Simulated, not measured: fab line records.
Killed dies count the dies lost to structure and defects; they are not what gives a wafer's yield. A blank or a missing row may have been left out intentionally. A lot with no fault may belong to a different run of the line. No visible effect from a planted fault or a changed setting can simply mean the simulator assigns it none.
fab line records | flow sky130
[record] lots = 11 wafers = 33 last_day = 50
route steps=708 shown NWELL@81 VT_ADJUST_PCH@150 RES_PROTECT@214 LDD_N@245
lots that met no fault: taken from a fault-free run of the same line
start_h: start of the lot's first displayed wafer, in hours after the record's first day | wait_h: hours elapsed since this lot's preceding step | " unchanged from the row above | L1.1+2: a row that stands for several wafers | - no value present, or no start provided | * or withheld: withheld | < > ~ a bound
route shown NAME@n: NAME is a module with steps in the file, n the number in the route of the first one | usual: mean/standard deviation of fault-free wafers | same: alike in all rows | chamber/n: place in a boat | sites: each site's reading | _std_site: their standard deviation | _edge_site: the outer-site mean with the inner-site mean subtracted | radius_mm: for every site, how far away it sits from the centre of the wafer | mask NAME#n: copy n | behind: the last tool/chamber to shape the wafer | hold: the reason the lot was held/the length of the hold in hours/how it ended | device: names the non-switching transistor (n, p or np) | end of line: tests of these same wafers at the route's end | a step with no rows: only its recipe | killed: count of dies lost to structure and defects at first sort (not the wafer's yield) | map: per-die view of a wafer (x killed, . not killed, _ where there is no die)
set.NAME: the setting that was run; set.NAME@STEP: the one run at that earlier step | model.NAME: the simulator's own value behind a step, which no gauge read
route steps across a sampled set of lots; one table per step, one row per wafer
services: the hour from which a tool's chamber was out of use, counted from the record's first day as start_h (under 0 if before that day), plus the number of hours and why
[[steps]]
[step SKY_NWELL_RTA_28]
[recipe] temp_c = 1050 time_s = 30 idle_temp_c = 650 ramp_up_c_per_s = 150 ramp_down_c_per_s = 90 ambient = N2
[usual] lamp_power_pct = 25.31/0.055 wafer_temp_C_max = 1054.8/0.88
// columns lot.wafer tool chamber start_h wait_h lamp_power_pct wafer_temp_C_max
L677.1 rtp_anneal-02 0 75.91 0.0 25.38 1055.8
L677.4 " 0 " " 25.30 1054.8
L677.6 " 0 " " 25.32 1053.9
L678.2 rtp_anneal-01 0 103.27 0.0 25.26 1055.8
L678.3 " 0 " " 25.30 1053.8
L678.4 " 0 " " 25.35 1054.2
L679.2 rtp_anneal-02 0 104.73 0.0 25.25 1053.4
L679.3 " 0 " " 25.35 1053.5
L679.6 " 0 " " 25.31 1055.4
L680.1 rtp_anneal-01 0 117.36 0.0 25.36 1053.3
L680.4 " 0 " " 25.30 1055.7
L680.5 " 0 " " 25.28 1054.2
L684.2 rtp_anneal-01 0 149.02 0.0 25.33 1054.7
L684.5 " 0 " " 25.29 1054.0
L684.6 " 0 " " 25.40 1056.2
L685.2 rtp_anneal-02 0 155.12 0.0 25.39 1053.6
L685.5 " 0 " " 25.31 1056.1
L685.6 " 0 " " 25.36 1055.2
L687.1 rtp_anneal-02 0 168.90 0.0 25.33 1053.3
L687.3 " 0 " " 25.30 1054.2
L687.5 " 0 " " 25.30 1055.7
L694.2 rtp_anneal-02 0 215.27 0.0 25.39 1054.3
L694.3 " 0 " " 25.35 1056.3
L694.4 " 0 " " 25.28 1054.2
L696.1 rtp_anneal-02 0 224.50 0.0 25.36 1054.2
L696.3 " 0 " " 25.36 1054.0
L696.6 " 0 " " 25.30 1054.9
L697.1 rtp_anneal-01 0 238.46 0.0 25.26 1053.5
L697.4 " 0 " " 25.29 1056.0
L697.6 " 0 " " 25.36 1053.8
L698.2 rtp_anneal-01 0 252.62 0.0 25.44 1054.9
L698.3 " 0 " " 25.24 1054.9
L698.6 " 0 " " 25.23 1055.5
[step SKY_VT_ADJUST_PCH_OVL_MEAS_07]
[usual] VT_ADJUST_PCH_OVL = 0.3/1.3
// columns lot.wafer tool chamber start_h wait_h VT_ADJUST_PCH_OVL[nm]
L677.1 overlay-01 - 191.50 - -0.6
L677.4 " - " " -0.9
L677.6 " - " " -0.4
L678.2 overlay-01 - 224.68 - 0.4
L678.3 " - " " 0.8
L678.4 " - " " 0.6
L679.2 overlay-02 - 229.58 - -0.2
L679.3 " - " " -1.5
L679.6 " - " " 0.2
L680.1 overlay-01 - 247.52 - -2.1
L680.4 " - " " -1.0
L680.5 " - " " -1.8
L684.2 overlay-02 - 287.51 - 0.9
L684.5 " - " " -0.7
L684.6 " - " " -0.8
L685.2 overlay-02 - 293.82 - -0.6
L685.5 " - " " 0.7
L685.6 " - " " 1.5
L687.1 overlay-01 - 311.99 - 1.7
L687.3 " - " " -1.2
L687.5 " - " " -0.4
L694.2 overlay-02 - 369.11 - 2.5
L694.3 " - " " 1.0
L694.4 " - " " 0.1
L696.1 overlay-01 - 382.41 - -0.6
L696.3 " - " " -0.3
L696.6 " - " " -0.4
L697.1 overlay-01 - 395.81 - -1.0
L697.4 " - " " -0.3
L697.6 " - " " 1.2
L698.2 overlay-02 - 416.23 - -1.2
L698.3 " - " " 0.2
L698.6 " - " " -1.0
[step SKY_RES_PROTECT_STRIP_07]
[recipe] chemistry = O2/N2 power_w = 1400 pressure_mtorr = 1500 platen_temp_c = withheld o2_flow_sccm = 3000 n2_flow_sccm = 300 overash_fraction = 0.5
[usual] drypump_motor_current_A = 5.9/0.49 oes_product_au = 0.518/0.0044 strip_time_to_endpoint_s = 23.31/0.034
// columns lot.wafer tool chamber start_h wait_h drypump_motor_current_A oes_product_au rf_hours_counter_h strip_time_to_endpoint_s
L677.1 plasma_asher-04 1 300.10 0.1 5.1 0.517 61 23.28
L677.4 " 1 " " 5.1 0.517 - 23.30
L677.6 " 0 " " 6.3 0.521 - 23.26
L678.2 plasma_asher-02 1 339.12 0.1 6.3 0.508 53 23.33
L678.3 " 1 " " 6.3 0.517 - 23.27
L678.4 " 0 " " 6.4 0.517 - 23.34
L679.2 plasma_asher-01 0 351.01 0.1 5.4 0.523 62 23.34
L679.3 " 1 " " 5.8 0.517 - 23.39
L679.6 " 1 " " 5.9 0.521 - 23.40
L680.1 plasma_asher-02 0 379.91 0.1 6.4 0.518 57 23.33
L680.4 " 0 " " 6.4 0.519 - 23.34
L680.5 " 1 " " 6.3 0.523 - 23.34
L684.2 plasma_asher-02 1 412.25 0.1 6.3 0.519 60 23.32
L684.5 " 0 " " 6.4 0.519 - 23.34
L684.6 " 1 " " 6.3 0.511 - 23.36
L685.2 plasma_asher-02 0 425.55 0.1 6.4 0.520 61 23.33
L685.5 " 0 " " 6.4 0.518 - 23.35
L685.6 " 1 " " 6.3 0.527 - 23.35
L687.1 plasma_asher-01 1 440.07 0.1 5.9 0.516 72 23.31
L687.3 " 0 " " 5.4 0.523 - 23.30
L687.5 " 1 " " 5.9 0.515 - 23.31
L694.2 plasma_asher-04 0 503.86 0.1 6.3 0.518 7 23.27
L694.3 " 1 " " 5.1 0.516 - 23.32
L694.4 " 0 " " 6.3 0.519 - 23.30
L696.1 plasma_asher-04 0 514.95 0.1 6.3 0.513 8 23.29
L696.3 " 0 " " 6.3 0.521 - 23.28
L696.6 " 1 " " 5.1 0.523 - 23.27
L697.1 plasma_asher-04 0 532.41 0.1 6.3 0.517 10 23.36
L697.4 " 1 " " 5.1 0.510 - 23.32
L697.6 " 1 " " 5.1 0.515 - 23.35
L698.2 plasma_asher-01 0 549.46 0.1 5.4 0.525 84 23.31
L698.3 " 0 " " 5.4 0.518 - 23.33
L698.6 " 0 " " 5.4 0.518 - 23.32
[step SKY_LDD_N_IMPLANT_08]
[recipe] species = As energy_kev = 20 dose_cm2 = 7.5e+13 tilt_deg = withheld rotation_deg = 23
// columns lot.wafer tool chamber start_h wait_h
L677.1+4+6 implanter-01 0 363.69 0.0
L678.2+3+4 implanter-03 0 401.57 0.0
L679.2+3+6 implanter-03 0 422.17 0.0
L680.1+4+5 implanter-01 0 444.64 0.0
L684.2+5+6 implanter-01 0 478.92 0.0
L684.2+5+6 implanter-01 0 479.23 0.3
L685.2+5+6 implanter-03 0 492.43 0.0
L685.2+5+6 implanter-03 0 492.75 0.3
L687.1+3+5 implanter-01 0 506.44 0.0
L694.2+3+4 implanter-04 0 570.47 0.0
L696.1+3+6 implanter-04 0 579.66 0.0
L697.1+4+6 implanter-01 0 596.26 0.0
L698.2+3+6 implanter-03 0 616.92 0.0
[step SKY_LDD_N_STRIP_16]
[recipe] chemistry = O2/N2 power_w = 1400 pressure_mtorr = 1500 platen_temp_c = withheld o2_flow_sccm = 3000 n2_flow_sccm = 300 overash_fraction = 0.5
[usual] drypump_motor_current_A = 5.8/0.51 oes_product_au = 0.407/0.0054 strip_time_to_endpoint_s = 4.316/0.015
// columns lot.wafer tool chamber start_h wait_h drypump_motor_current_A oes_product_au rf_hours_counter_h strip_time_to_endpoint_s
L677.1 plasma_asher-02 0 364.89 0.1 6.4 0.402 55 4.299
L677.4 " 0 " " 6.4 0.404 - 4.317
L677.6 " 0 " " 6.4 0.415 - 4.310
L678.2 plasma_asher-04 0 402.74 0.1 6.3 0.412 73 4.328
L678.3 " 0 " " 6.3 0.413 - 4.339
L678.4 " 1 " " 5.0 0.403 - 4.343
L679.2 plasma_asher-03 0 423.35 0.1 5.8 0.408 27 4.319
L679.3 " 0 " " 5.8 0.407 - 4.305
L679.6 " 0 " " 5.7 0.406 - 4.319
L680.1 plasma_asher-04 1 445.84 0.1 5.1 0.409 2 4.327
L680.4 " 0 " " 6.3 0.400 - 4.327
L680.5 " 0 " " 6.3 0.411 - 4.340
L684.2 plasma_asher-02 0 480.41 0.1 6.4 0.410 67 4.502
L684.5 " 1 " " 6.3 0.412 - 4.517
L684.6 " 0 " " 6.4 0.408 - 4.516
L685.2 plasma_asher-04 0 493.92 0.1 6.3 0.410 6 4.496
L685.5 " 1 " " 5.1 0.406 - 4.508
L685.6 " 0 " " 6.3 0.407 - 4.497
L687.1 plasma_asher-03 1 507.64 0.1 5.3 0.410 35 4.327
L687.3 " 1 " " 5.3 0.399 - 4.328
L687.5 " 0 " " 5.7 0.416 - 4.312
L694.2 plasma_asher-04 0 571.65 0.1 6.3 0.415 14 4.323
L694.3 " 0 " " 6.3 0.407 - 4.293
L694.4 " 1 " " 5.1 0.400 - 4.316
L696.1 plasma_asher-03 1 580.86 0.1 5.3 0.419 42 4.314
L696.3 " 0 " " 5.7 0.402 - 4.320
L696.6 " 1 " " 5.3 0.413 - 4.315
L697.1 plasma_asher-03 1 597.46 0.1 5.3 0.406 44 4.313
L697.4 " 0 " " 5.7 0.406 - 4.325
L697.6 " 1 " " 5.3 0.401 - 4.318
L698.2 plasma_asher-02 1 618.09 0.1 6.3 0.409 80 4.314
L698.3 " 0 " " 6.4 0.404 - 4.319
L698.6 " 1 " " 6.3 0.402 - 4.312
[step SKY_LDD_N_TW_MEAS_17]
[usual] LDD_N_TW = 2570/18
// columns lot.wafer tool chamber start_h wait_h LDD_N_TW
L677.1 film_metro-04 - 364.99 0.1 2590
L677.4 " - " " 2605
L677.6 " - " " 2610
L678.2 film_metro-01 - 402.85 0.1 2596
L678.3 " - " " 2598
L678.4 " - " " 2596
L679.2 film_metro-01 - 423.46 0.1 2565
L679.3 " - " " 2553
L679.6 " - " " 2565
L680.1 film_metro-04 - 445.94 0.1 2579
L680.4 " - " " 2600
L680.5 " - " " 2587
L684.2 film_metro-01 - 480.52 0.1 2691
L684.5 " - " " 2675
L684.6 " - " " 2675
L685.2 film_metro-04 - 494.03 0.1 2708
L685.5 " - " " 2693
L685.6 " - " " 2690
L687.1 film_metro-03 - 507.74 0.1 2562
L687.3 " - " " 2557
L687.5 " - " " 2571
L694.2 film_metro-01 - 571.76 0.1 2546
L694.3 " - " " 2554
L694.4 " - " " 2554
L696.1 film_metro-03 - 580.96 0.1 2573
L696.3 " - " " 2564
L696.6 " - " " 2573
L697.1 film_metro-03 - 597.56 0.1 2562
L697.4 " - " " 2562
L697.6 " - " " 2570
L698.2 film_metro-03 - 618.20 0.1 2577
L698.3 " - " " 2559
L698.6 " - " " 2587
[[services]]
// columns tool chamber start_h hours kind
implanter-03 - 111.64 3.8 repair
rtp_anneal-02 - 148.95 4.0 pm
implanter-01 - 149.30 3.6 pm
plasma_asher-04 - 155.72 13.8 repair
implanter-01 - 168.70 4.5 repair
implanter-03 - 227.41 4.7 pm
plasma_asher-02 - 232.02 2.8 repair
implanter-01 - 259.20 3.9 repair
implanter-01 - 262.04 2.0 repair
plasma_asher-04 - 279.86 3.0 repair
implanter-03 - 310.79 2.1 repair
rtp_anneal-02 - 316.02 0.7 pm
rtp_anneal-01 - 328.10 5.4 pm
plasma_asher-02 - 351.22 9.2 repair
implanter-03 - 351.38 20.0 pm
plasma_asher-04 - 421.25 9.0 pm
plasma_asher-02 - 442.98 0.7 repair
plasma_asher-04 - 473.47 1.1 repair
plasma_asher-02 - 504.87 1.4 repair
implanter-01 - 519.13 2.4 pm
implanter-01 - 545.21 2.6 repair
implanter-01 - 547.42 1.2 repair
plasma_asher-02 - 554.88 2.8 pm
implanter-01 - 580.25 1.2 repair
[[key]]
[first_sign] step = SKY_LDD_N_IMPLANT_08 reading = visit direction = added
[effect] step = SKY_LDD_N_STRIP_16 reading = strip_time_to_endpoint_s direction = up sigmas = 13 usual = * struck = *
[effect] step = SKY_LDD_N_TW_MEAS_17 reading = LDD_N_TW direction = up sigmas = 6.5 usual = 2570 struck = 2689
met_at SKY_LDD_N_IMPLANT_08
struck_lots L684,L685
tester_left_out L684,L685
not_acting_at SKY_NWELL_RTA_28,SKY_VT_ADJUST_PCH_OVL_MEAS_07,SKY_RES_PROTECT_STRIP_07
[fault] kind = repeated_step_whole tool = implanter-01,implanter-03,implanter-04 chamber = - onset_h = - steps = SKY_LDD_N_IMPLANT_08 times = 1 scope = struck_lots_only
// tester_left_out: of these lots the tester's yield and bins aren't shown, on N5 and GAA mostly nor the transistor test; their killed dies are dies lost to structure and defects alone, not to doping, threshold or leakage, so they don't give the yield
